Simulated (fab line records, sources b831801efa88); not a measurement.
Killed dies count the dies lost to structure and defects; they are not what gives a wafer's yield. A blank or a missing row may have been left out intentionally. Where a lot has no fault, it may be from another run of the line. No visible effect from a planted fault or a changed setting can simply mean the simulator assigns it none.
fab line records	flow sky130
record lots=13	wafers=39	lastDay=50
route steps=708 shown SPACER@305 SD_P@322 SD_N@349
lots that met no fault: from a run of the same line without faults
startH: hours from the record's opening day to when the first of the lot's shown wafers began	waitH: how many hours have passed since the lot's step before this one	" same as the row above	L1.1+2: a single row standing in for several wafers	- no value present, or no start provided	* or withheld: withheld	< > ~ a bound
route shown NAME@n: names a module that has steps shown in the file, with the first one's number in the route	usual: mean/standard deviation of fault-free wafers	same: alike in all rows	chamber/n: place in a boat	sites: readings site by site	_std_site: their standard deviation	_edge_site: inner sites' mean taken away from outer sites' mean	radiusMm: how far each site lies from the wafer's centre	mask NAME#n: copy n	behind: the tool/chamber that last shaped the wafer	hold: reason for holding the lot/hours on hold/outcome of the hold	device: transistor that didn't switch, given as n, p or np	end of line: at the end of the route, the tests of the same wafers	for a step that has no rows: nothing shown but its recipe	killed: the dies lost at the first sort to structure and to defects; this is not the yield of the wafer	map: shows each die of a wafer: x if killed, . if not, _ if none is there
set.NAME: the setting the step ran with; set.NAME@STEP: the setting that earlier step ran with	model.NAME: the simulator's own value behind a step, which no gauge read
the route's steps for a sample of lots (tables are steps, rows are wafers)
services: when a tool's chamber went out of use (startH, in hours from the record's first day, below 0 if earlier), for how many hours, and the reason
## steps
# step SKY_SPACER_THK_MEAS_01
# recipe reads=Si3N4_of_SPACER_CVD_00
# usual SPACER_CVD_00_THK=43.0/0.43
lot.wafer	tool	chamber	startH	waitH	SPACER_CVD_00_THK[nm]
L775.1	filmMetro-01	-	543.32	0.0	43.5
L775.2	"	-	"	"	43.6
L775.5	"	-	"	"	43.5
L778.2	filmMetro-01	-	572.98	0.0	43.0
L778.5	"	-	"	"	42.8
L778.6	"	-	"	"	42.8
L780.1	filmMetro-03	-	588.93	0.0	43.1
L780.5	"	-	"	"	42.9
L780.6	"	-	"	"	43.3
L781.1	filmMetro-02	-	594.74	0.0	42.5
L781.4	"	-	"	"	42.7
L781.6	"	-	"	"	42.5
L782.2	filmMetro-02	-	616.34	0.0	43.0
L782.3	"	-	"	"	43.0
L782.5	"	-	"	"	43.1
L784.3	filmMetro-02	-	624.60	0.0	41.8
L784.5	"	-	"	"	42.3
L784.6	"	-	"	"	41.9
L785.2	filmMetro-03	-	631.97	0.0	43.1
L785.4	"	-	"	"	43.2
L785.5	"	-	"	"	43.0
L786.3	filmMetro-03	-	652.84	0.0	43.5
L786.4	"	-	"	"	43.6
L786.6	"	-	"	"	43.6
L787.2	filmMetro-02	-	654.88	0.0	42.7
L787.3	"	-	"	"	42.7
L787.6	"	-	"	"	42.6
L788.1	filmMetro-02	-	656.08	0.0	43.1
L788.2	"	-	"	"	42.8
L788.5	"	-	"	"	42.9
L795.1	filmMetro-02	-	714.82	0.0	43.8
L795.4	"	-	"	"	43.4
L795.5	"	-	"	"	43.8
L796.3	filmMetro-03	-	721.17	0.0	43.1
L796.4	"	-	"	"	43.0
L796.6	"	-	"	"	43.0
L797.1	filmMetro-03	-	725.07	0.0	43.0
L797.4	"	-	"	"	43.3
L797.5	"	-	"	"	42.8
# step SKY_SD_P_COAT_02
# recipe resist=NOVOLAK	spinRpm=3000	resistThkNm=1140
# usual spinSpeedRpm=2999.9/1.6
lot.wafer	tool	chamber	startH	waitH	spinSpeedRpm
L775.1	lithoTrack-01	0	587.49	0.1	3000.5
L775.2	"	0	"	"	3001.5
L775.5	"	0	"	"	3001.0
L778.2	lithoTrack-04	0	616.09	0.1	2999.5
L778.5	"	0	"	"	2999.0
L778.6	"	0	"	"	2999.2
L780.1	lithoTrack-01	0	631.84	0.1	3000.3
L780.5	"	0	"	"	2999.7
L780.6	"	0	"	"	2999.1
L781.1	lithoTrack-01	0	637.19	0.1	2997.8
L781.4	"	0	"	"	2997.7
L781.6	"	0	"	"	2997.7
L782.2	lithoTrack-04	0	658.74	0.1	3002.3
L782.3	"	0	"	"	2998.8
L782.5	"	0	"	"	3000.0
L784.3	lithoTrack-01	0	667.54	0.1	3000.2
L784.5	"	0	"	"	3000.2
L784.6	"	0	"	"	3002.7
L785.2	lithoTrack-04	0	674.94	0.1	2998.2
L785.4	"	0	"	"	3000.7
L785.5	"	0	"	"	2999.5
L786.3	lithoTrack-04	0	696.22	0.1	2794.4
L786.4	"	0	"	"	2796.1
L786.6	"	0	"	"	2796.3
L787.2	lithoTrack-04	0	698.09	0.1	2794.2
L787.3	"	0	"	"	2796.4
L787.6	"	0	"	"	2797.5
L788.1	lithoTrack-01	0	698.79	0.1	3000.2
L788.2	"	0	"	"	2999.5
L788.5	"	0	"	"	3001.0
L795.1	lithoTrack-01	0	757.04	0.1	2998.7
L795.4	"	0	"	"	2998.8
L795.5	"	0	"	"	3000.7
L796.3	lithoTrack-04	0	762.67	0.1	2997.9
L796.4	"	0	"	"	2998.8
L796.6	"	0	"	"	3001.7
L797.1	lithoTrack-01	0	766.19	0.1	2996.9
L797.4	"	0	"	"	2997.1
L797.5	"	0	"	"	2998.9
# step SKY_SD_P_STRIP_10
# recipe chemistry=O2/N2	powerW=1400	pressureMtorr=1500	platenTempC=withheld	o2FlowSccm=3000	n2FlowSccm=300	overashFraction=0.5
# usual drypumpMotorCurrentA=5.8/0.5	oesProductAu=0.618/0.0048	stripTimeToEndpointS=17.49/0.044
lot.wafer	tool	chamber	startH	waitH	drypumpMotorCurrentA	oesProductAu	rfHoursCounterH	stripTimeToEndpointS
L775.1	plasmaAsher-02	1	602.58	0.1	5.9	0.622	91	17.48
L775.2	"	0	"	"	5.2	0.612	91	17.53
L775.5	"	0	"	"	5.2	0.628	-	17.51
L778.2	plasmaAsher-02	1	630.52	0.1	5.9	0.618	94	17.53
L778.5	"	1	"	"	5.9	0.616	-	17.54
L778.6	"	0	"	"	5.2	0.616	-	17.57
L780.1	plasmaAsher-02	0	646.88	0.1	5.2	0.621	95	17.51
L780.5	"	0	"	"	5.2	0.619	-	17.48
L780.6	"	1	"	"	5.9	0.619	-	17.48
L781.1	plasmaAsher-02	0	651.89	0.1	5.2	0.618	96	17.47
L781.4	"	1	"	"	5.9	0.620	-	17.44
L781.6	"	1	"	"	5.9	0.623	-	17.45
L782.2	plasmaAsher-03	1	673.67	0.1	5.8	0.616	24	17.49
L782.3	"	1	"	"	5.8	0.621	-	17.52
L782.5	"	0	"	"	6.7	0.606	-	17.50
L784.3	plasmaAsher-02	1	682.21	0.1	5.9	0.615	-	17.45
L784.5	"	0	"	"	5.2	0.613	-	17.45
L784.6	"	1	"	"	5.9	0.610	-	17.46
L785.2	plasmaAsher-01	0	690.15	0.1	5.5	0.616	56	17.49
L785.4	"	1	"	"	5.7	0.612	-	17.50
L785.5	"	0	"	"	5.5	0.618	-	17.53
L786.3	plasmaAsher-01	0	710.40	0.1	5.5	0.623	-	18.01
L786.4	"	1	"	"	5.7	0.619	-	18.05
L786.6	"	0	"	"	5.5	0.630	-	18.05
L787.2	plasmaAsher-01	0	712.53	0.1	5.5	0.619	58	17.96
L787.3	"	1	"	"	5.8	0.620	-	17.99
L787.6	"	0	"	"	5.5	0.618	-	17.96
L788.1	plasmaAsher-02	1	713.13	0.1	5.9	0.613	102	17.48
L788.2	"	0	"	"	5.2	0.612	102	17.49
L788.5	"	1	"	"	6.0	0.615	-	17.48
L795.1	plasmaAsher-02	0	770.33	0.1	5.2	0.614	3	17.40
L795.4	"	0	"	"	5.2	0.615	-	17.36
L795.5	"	0	"	"	5.2	0.616	-	17.38
L796.3	plasmaAsher-03	1	776.25	0.1	5.8	0.622	-	17.50
L796.4	"	0	"	"	6.8	0.617	-	17.47
L796.6	"	0	"	"	6.8	0.615	-	17.53
L797.1	plasmaAsher-03	0	779.58	0.1	6.7	0.617	34	17.45
L797.4	"	1	"	"	5.8	0.620	-	17.45
L797.5	"	1	"	"	5.8	0.618	-	17.48
# step SKY_SD_N_CD_MEAS_07
# recipe targetCdNm=380
# usual cdNm=379.8/2.2
lot.wafer	tool	chamber	startH	waitH	cdNm
L775.1	cdSem-01	-	659.53	0.1	380.8
L775.2	"	-	"	"	382.2
L775.5	"	-	"	"	380.7
L778.2	cdSem-02	-	687.29	0.1	377.1
L778.5	"	-	"	"	379.2
L778.6	"	-	"	"	379.5
L780.1	cdSem-02	-	704.33	0.1	375.6
L780.5	"	-	"	"	378.2
L780.6	"	-	"	"	378.7
L781.1	cdSem-02	-	707.98	0.1	379.9
L781.4	"	-	"	"	382.4
L781.6	"	-	"	"	380.0
L782.2	cdSem-01	-	730.13	0.1	379.5
L782.3	"	-	"	"	378.0
L782.5	"	-	"	"	379.7
L784.3	cdSem-02	-	738.05	0.1	379.5
L784.5	"	-	"	"	379.3
L784.6	"	-	"	"	380.1
L785.2	cdSem-01	-	746.54	0.1	383.7
L785.4	"	-	"	"	384.1
L785.5	"	-	"	"	384.0
L786.3	cdSem-02	-	765.00	0.1	377.3
L786.4	"	-	"	"	376.8
L786.6	"	-	"	"	378.7
L787.2	cdSem-02	-	766.90	0.1	383.0
L787.3	"	-	"	"	381.8
L787.6	"	-	"	"	382.2
L788.1	cdSem-02	-	768.61	0.1	377.5
L788.2	"	-	"	"	380.2
L788.5	"	-	"	"	382.1
L795.1	cdSem-01	-	824.01	0.1	378.0
L795.4	"	-	"	"	378.1
L795.5	"	-	"	"	379.1
L796.3	cdSem-01	-	829.56	0.1	381.2
L796.4	"	-	"	"	378.2
L796.6	"	-	"	"	380.4
L797.1	cdSem-02	-	833.21	0.1	382.9
L797.4	"	-	"	"	381.9
L797.5	"	-	"	"	383.1
# step SKY_SD_N_TW_MEAS_12
# usual SD_N_TW=3998/21
lot.wafer	tool	chamber	startH	waitH	SD_N_TW
L775.1	filmMetro-04	-	660.08	0.1	3959
L775.2	"	-	"	"	3947
L775.5	"	-	"	"	3964
L778.2	filmMetro-03	-	687.84	0.1	3996
L778.5	"	-	"	"	3995
L778.6	"	-	"	"	4004
L780.1	filmMetro-01	-	704.88	0.1	3990
L780.5	"	-	"	"	3989
L780.6	"	-	"	"	3990
L781.1	filmMetro-03	-	708.53	0.1	3988
L781.4	"	-	"	"	3995
L781.6	"	-	"	"	4001
L782.2	filmMetro-04	-	730.68	0.1	4015
L782.3	"	-	"	"	4028
L782.5	"	-	"	"	4026
L784.3	filmMetro-04	-	738.59	0.1	4016
L784.5	"	-	"	"	4023
L784.6	"	-	"	"	4038
L785.2	filmMetro-04	-	747.09	0.1	4026
L785.4	"	-	"	"	4022
L785.5	"	-	"	"	4000
L786.3	filmMetro-03	-	765.54	0.1	4010
L786.4	"	-	"	"	3999
L786.6	"	-	"	"	4041
L787.2	filmMetro-01	-	767.44	0.1	3977
L787.3	"	-	"	"	3998
L787.6	"	-	"	"	3987
L788.1	filmMetro-01	-	769.17	0.1	3996
L788.2	"	-	"	"	3992
L788.5	"	-	"	"	4020
L795.1	filmMetro-04	-	824.57	0.1	3981
L795.4	"	-	"	"	4019
L795.5	"	-	"	"	4018
L796.3	filmMetro-03	-	830.10	0.1	4001
L796.4	"	-	"	"	4009
L796.6	"	-	"	"	3986
L797.1	filmMetro-01	-	833.77	0.1	3960
L797.4	"	-	"	"	3959
L797.5	"	-	"	"	3971
## services
tool	chamber	startH	hours	kind
plasmaAsher-02	-	606.63	0.4	repair
plasmaAsher-01	-	631.41	4.5	repair
plasmaAsher-02	-	678.21	2.9	repair
plasmaAsher-02	-	733.75	9.0	pm
plasmaAsher-02	0	733.75	9.0	ventCycle
plasmaAsher-02	1	733.75	9.0	ventCycle
plasmaAsher-03	-	741.45	3.0	repair
plasmaAsher-02	0	742.75	-	clean
plasmaAsher-02	1	742.75	-	clean
plasmaAsher-02	-	775.72	0.8	repair
## key
firstSign step=SKY_SD_P_COAT_02	reading=spinSpeedRpm	direction=down	sigmas=99+	usual=2999.9	struck=2795.8
effect step=SKY_SD_P_STRIP_10	reading=stripTimeToEndpointS	direction=up	sigmas=12	usual=*	struck=*
metAt SKY_SD_P_COAT_02
struckLots L786,L787
testerLeftOut L786,L787
notActingAt SKY_SPACER_THK_MEAS_01,SKY_SD_N_CD_MEAS_07,SKY_SD_N_TW_MEAS_12
onsetBetween 674.94 696.22
fault kind=processParameterDrift	tool=lithoTrack-04	chamber=-	onsetH=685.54	steps=SKY_SD_P_COAT_02	channel=spinRpm	offset=-205.91	shape=step	endH=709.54	actsIn=theseRecipesOnly	stated=3000
# testerLeftOut: of these lots the tester's yield and bins aren't shown, on N5 and GAA mostly nor the transistor test; their killed dies are dies lost to structure and defects alone, not to doping, threshold or leakage, so they don't give the yield
